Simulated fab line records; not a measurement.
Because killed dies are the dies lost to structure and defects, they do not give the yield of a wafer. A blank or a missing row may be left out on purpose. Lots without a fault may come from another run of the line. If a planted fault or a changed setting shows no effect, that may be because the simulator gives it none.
Which tool is to blame? :: flow sky130 :: 13 lots with 39 wafers sampled at 4 steps, on a route of 708 steps

== WHAT THE GAUGES SHOWED, per wafer ==
SKY_SONOS_ONO_THK_MEAS_05. Usual: SONOS_ONO_CVD_04_THK typically reads 5.79 nm, with standard deviation 0.12.
lot: L396
measured: day 11 07:49
on: film-metro-04
SONOS_ONO_CVD_04_THK (nm): 5.75 5.66 5.63
flag: 

lot: L397
measured: day 11 19:11
on: film-metro-04
SONOS_ONO_CVD_04_THK (nm): 5.83 5.73 5.72
flag: 

lot: L398
measured: day 12 01:06
on: film-metro-03
SONOS_ONO_CVD_04_THK (nm): 5.64 5.80 5.77
flag: 

lot: L399
measured: day 12 18:22
on: film-metro-04
SONOS_ONO_CVD_04_THK (nm): 5.88 5.65 5.83
flag: 

lot: L402
measured: day 13 15:53
on: film-metro-01
SONOS_ONO_CVD_04_THK (nm): 5.80 5.81 5.82
flag: 

lot: L403
measured: day 13 22:16
on: film-metro-01
SONOS_ONO_CVD_04_THK (nm): 5.85 5.90 5.84
flag: 

lot: L412
measured: day 16 22:37
on: film-metro-04
SONOS_ONO_CVD_04_THK (nm): 5.96 5.85 5.90
flag: 

lot: L413
measured: day 17 04:00
on: film-metro-01
SONOS_ONO_CVD_04_THK (nm): 5.79 5.66 5.63
flag: 

lot: L414
measured: day 17 08:56
on: film-metro-01
SONOS_ONO_CVD_04_THK (nm): 5.63 5.62 5.60
flag: 

lot: L415
measured: day 18 04:50
on: film-metro-03
SONOS_ONO_CVD_04_THK (nm): 6.07 5.97 5.94
flag: 

lot: L416
measured: day 18 09:01
on: film-metro-03
SONOS_ONO_CVD_04_THK (nm): 5.69 5.76 5.66
flag: 

lot: L417
measured: day 18 19:18
on: film-metro-04
SONOS_ONO_CVD_04_THK (nm): 5.69 5.70 5.63
flag: 

lot: L418
measured: day 19 04:33
on: film-metro-04
SONOS_ONO_CVD_04_THK (nm): 5.70 5.67 5.60
flag: 

SKY_POLY_CUT_CD_MEAS_08: the cd target is 270 nm. Usual: cd-nm at 270.2 nm, with a standard deviation of 1.4.
lot: L396
measured: day 23 17:05
on: cd-sem-01
cd-nm (nm): 270.1 271.2 269.9
flag: 

lot: L397
measured: day 24 15:59
on: cd-sem-01
cd-nm (nm): 269.6 268.7 269.5
flag: 

lot: L398
measured: day 24 16:40
on: cd-sem-01
cd-nm (nm): 270.1 269.9 270.5
flag: 

lot: L399
measured: day 25 18:48
on: cd-sem-02
cd-nm (nm): 270.1 270.1 270.5
flag: 

lot: L402
measured: day 26 19:05
on: cd-sem-02
cd-nm (nm): 267.9 269.7 269.1
flag: 

lot: L403
measured: day 26 21:13
on: cd-sem-01
cd-nm (nm): 267.6 269.2 267.7
flag: 

lot: L412
measured: day 29 17:44
on: cd-sem-01
cd-nm (nm): 269.5 270.8 269.3
flag: 

lot: L413
measured: day 30 05:13
on: cd-sem-02
cd-nm (nm): 270.6 269.3 267.9
flag: 

lot: L414
measured: day 30 07:01
on: cd-sem-02
cd-nm (nm): 271.9 271.0 271.7
flag: 

lot: L415
measured: day 31 00:03
on: cd-sem-02
cd-nm (nm): 271.9 270.1 270.7
flag: 

lot: L416
measured: day 31 06:13
on: cd-sem-01
cd-nm (nm): 272.0 272.8 272.6
flag: 

lot: L417
measured: day 31 12:28
on: cd-sem-02
cd-nm (nm): 268.7 270.3 268.1
flag: 

lot: L418
measured: day 31 21:36
on: cd-sem-02
cd-nm (nm): 270.4 268.6 269.2
flag: 

== WHICH TOOL RAN EACH LOT (tool, then ch and the chambers of the sampled wafers, then the start) ==
lot: L396
SKY_SONOS_ONO_WET_ETCH_16: wet-bench-01 ch 1, day 12 08:28
SKY_SPACER_ETCHBACK_02: rie-diel-02 ch 2,3, day 22 10:16

lot: L397
SKY_SONOS_ONO_WET_ETCH_16: wet-bench-01 ch 2, day 12 19:31
SKY_SPACER_ETCHBACK_02: rie-diel-03 ch 0,2, day 23 10:29

lot: L398
SKY_SONOS_ONO_WET_ETCH_16: wet-bench-04 ch 3, day 13 01:09
SKY_SPACER_ETCHBACK_02: rie-diel-04 ch 0,1,3, day 23 10:29

lot: L399
SKY_SONOS_ONO_WET_ETCH_16: wet-bench-01 ch 3, day 13 19:42
SKY_SPACER_ETCHBACK_02: rie-diel-02 ch 1,2,3, day 24 13:44

lot: L402
SKY_SONOS_ONO_WET_ETCH_16: wet-bench-01 ch 1, day 14 17:31
SKY_SPACER_ETCHBACK_02: rie-diel-04 ch 0,2, day 25 14:34

lot: L403
SKY_SONOS_ONO_WET_ETCH_16: wet-bench-01 ch 1, day 14 23:22
SKY_SPACER_ETCHBACK_02: rie-diel-03 ch 0,1, day 25 15:46

lot: L412
SKY_SONOS_ONO_WET_ETCH_16: wet-bench-04 ch 3, day 18 04:07
SKY_SPACER_ETCHBACK_02: rie-diel-03 ch 2,3, day 28 13:23

lot: L413
SKY_SONOS_ONO_WET_ETCH_16: wet-bench-01 ch 0, day 18 09:24
SKY_SPACER_ETCHBACK_02: rie-diel-03 ch 0,1,3, day 29 00:16

lot: L414
SKY_SONOS_ONO_WET_ETCH_16: wet-bench-04 ch 2, day 18 14:10
SKY_SPACER_ETCHBACK_02: rie-diel-03 ch 0,2,3, day 29 02:48

lot: L415
SKY_SONOS_ONO_WET_ETCH_16: wet-bench-04 ch 1, day 19 10:43
SKY_SPACER_ETCHBACK_02: rie-diel-04 ch 0,2, day 29 20:11

lot: L416
SKY_SONOS_ONO_WET_ETCH_16: wet-bench-01 ch 2, day 19 14:42
SKY_SPACER_ETCHBACK_02: rie-diel-03 ch 0,1,2, day 30 02:27

lot: L417
SKY_SONOS_ONO_WET_ETCH_16: wet-bench-03 ch 2, day 20 01:33
SKY_SPACER_ETCHBACK_02: rie-diel-04 ch 0,1,3, day 30 09:44

lot: L418
SKY_SONOS_ONO_WET_ETCH_16: wet-bench-03 ch 0, day 20 11:04
SKY_SPACER_ETCHBACK_02: rie-diel-04 ch 0,1,2, day 30 17:58
- SKY_SONOS_ONO_WET_ETCH_16: etches SiO2 in dHF, target depth 14 nm, time 280 s.
- SKY_SPACER_ETCHBACK_02: etches Si3N4 in CH3F/O2, stops on SiO2, time 46.7 s, target depth 45 nm.

== WHAT THE TOOLS THEMSELVES READ (means of the sampled wafers that have a number; where no wafer has one, the mark that the record gives instead) ==
SKY_SONOS_ONO_WET_ETCH_16. Usual: run-length-s at 308 s, with a standard deviation of 3.7.
lot: L396
tool: wet-bench-01
run-length-s (s): 315
flag: 

lot: L397
tool: wet-bench-01
run-length-s (s): 306
flag: 

lot: L398
tool: wet-bench-04
run-length-s (s): 304
flag: 

lot: L399
tool: wet-bench-01
run-length-s (s): 311
flag: 

lot: L402
tool: wet-bench-01
run-length-s (s): 238
flag: OFF

lot: L403
tool: wet-bench-01
run-length-s (s): 238
flag: OFF

lot: L412
tool: wet-bench-04
run-length-s (s): 305
flag: 

lot: L413
tool: wet-bench-01
run-length-s (s): 305
flag: 

lot: L414
tool: wet-bench-04
run-length-s (s): 305
flag: 

lot: L415
tool: wet-bench-04
run-length-s (s): 307
flag: 

lot: L416
tool: wet-bench-01
run-length-s (s): 305
flag: 

lot: L417
tool: wet-bench-03
run-length-s (s): 313
flag: 

lot: L418
tool: wet-bench-03
run-length-s (s): 306
flag: 

SKY_SPACER_ETCHBACK_02. Usual: O2_flow_sccm 29.99 sccm, standard deviation 0.09; ch3f-flow-sccm 40.00 sccm, standard deviation 0.12; drypump-motor-current-A 5.8 A, standard deviation 0.45; oes-product-au 0.852 a.u., standard deviation 0.006; throttle-valve-pct 10.564 %, standard deviation 0.0098.
lot: L396
tool: rie-diel-02
O2_flow_sccm (sccm): 30.05
ch3f-flow-sccm (sccm): 40.03
drypump-motor-current-A (A): 6.1
oes-product-au (a.u.): 0.848
throttle-valve-pct (%): 10.563
flag: 

lot: L397
tool: rie-diel-03
O2_flow_sccm (sccm): 29.96
ch3f-flow-sccm (sccm): 40.00
drypump-motor-current-A (A): 5.2
oes-product-au (a.u.): 0.852
throttle-valve-pct (%): 10.570
flag: 

lot: L398
tool: rie-diel-04
O2_flow_sccm (sccm): 30.04
ch3f-flow-sccm (sccm): 40.02
drypump-motor-current-A (A): 5.6
oes-product-au (a.u.): 0.850
throttle-valve-pct (%): 10.567
flag: 

lot: L399
tool: rie-diel-02
O2_flow_sccm (sccm): 30.02
ch3f-flow-sccm (sccm): 39.93
drypump-motor-current-A (A): 6.2
oes-product-au (a.u.): 0.855
throttle-valve-pct (%): 10.566
flag: 

lot: L402
tool: rie-diel-04
O2_flow_sccm (sccm): 29.99
ch3f-flow-sccm (sccm): 40.02
drypump-motor-current-A (A): 5.5
oes-product-au (a.u.): 0.852
throttle-valve-pct (%): 10.557
flag: 

lot: L403
tool: rie-diel-03
O2_flow_sccm (sccm): 30.07
ch3f-flow-sccm (sccm): 39.92
drypump-motor-current-A (A): 5.7
oes-product-au (a.u.): 0.843
throttle-valve-pct (%): 10.558
flag: 

lot: L412
tool: rie-diel-03
O2_flow_sccm (sccm): 30.08
ch3f-flow-sccm (sccm): 39.98
drypump-motor-current-A (A): 5.8
oes-product-au (a.u.): 0.851
throttle-valve-pct (%): 10.572
flag: 

lot: L413
tool: rie-diel-03
O2_flow_sccm (sccm): 29.95
ch3f-flow-sccm (sccm): 40.00
drypump-motor-current-A (A): 5.7
oes-product-au (a.u.): 0.848
throttle-valve-pct (%): 10.566
flag: 

lot: L414
tool: rie-diel-03
O2_flow_sccm (sccm): 29.95
ch3f-flow-sccm (sccm): 39.96
drypump-motor-current-A (A): 5.6
oes-product-au (a.u.): 0.854
throttle-valve-pct (%): 10.562
flag: 

lot: L415
tool: rie-diel-04
O2_flow_sccm (sccm): 29.96
ch3f-flow-sccm (sccm): 40.11
drypump-motor-current-A (A): 5.6
oes-product-au (a.u.): 0.849
throttle-valve-pct (%): 10.565
flag: 

lot: L416
tool: rie-diel-03
O2_flow_sccm (sccm): 30.00
ch3f-flow-sccm (sccm): 40.16
drypump-motor-current-A (A): 5.6
oes-product-au (a.u.): 0.853
throttle-valve-pct (%): 10.556
flag: 

lot: L417
tool: rie-diel-04
O2_flow_sccm (sccm): 29.99
ch3f-flow-sccm (sccm): 39.87
drypump-motor-current-A (A): 5.6
oes-product-au (a.u.): 0.848
throttle-valve-pct (%): 10.558
flag: 

lot: L418
tool: rie-diel-04
O2_flow_sccm (sccm): 30.01
ch3f-flow-sccm (sccm): 40.00
drypump-motor-current-A (A): 5.4
oes-product-au (a.u.): 0.856
throttle-valve-pct (%): 10.569
flag: 

== THE ANSWER, worked out from the rows above alone ==
Rule: lot off if the mean of its wafers having a number is beyond 3 standard deviations from the usual mean. A lot without any number at a reading at which 4 lots or more have one is off too. The other lots that the step has rows for count as sound. Order of review: gauges by route order, followed by the tools' own readings, for which a lot's mean as printed above is used. The first step at which some lot is off is used, and at that step the reading that is off furthest; a lot without a number counts as furthest.
Off, at SKY_SONOS_ONO_WET_ETCH_16 on run-length-s: L402, L403.
A tool fits if, at that step or a process step before it, it ran every lot that is off, and no sound lot after the first of them. None of those tried fits.

== WHAT HAD BEEN PUT IN BY THE SIMULATOR ==
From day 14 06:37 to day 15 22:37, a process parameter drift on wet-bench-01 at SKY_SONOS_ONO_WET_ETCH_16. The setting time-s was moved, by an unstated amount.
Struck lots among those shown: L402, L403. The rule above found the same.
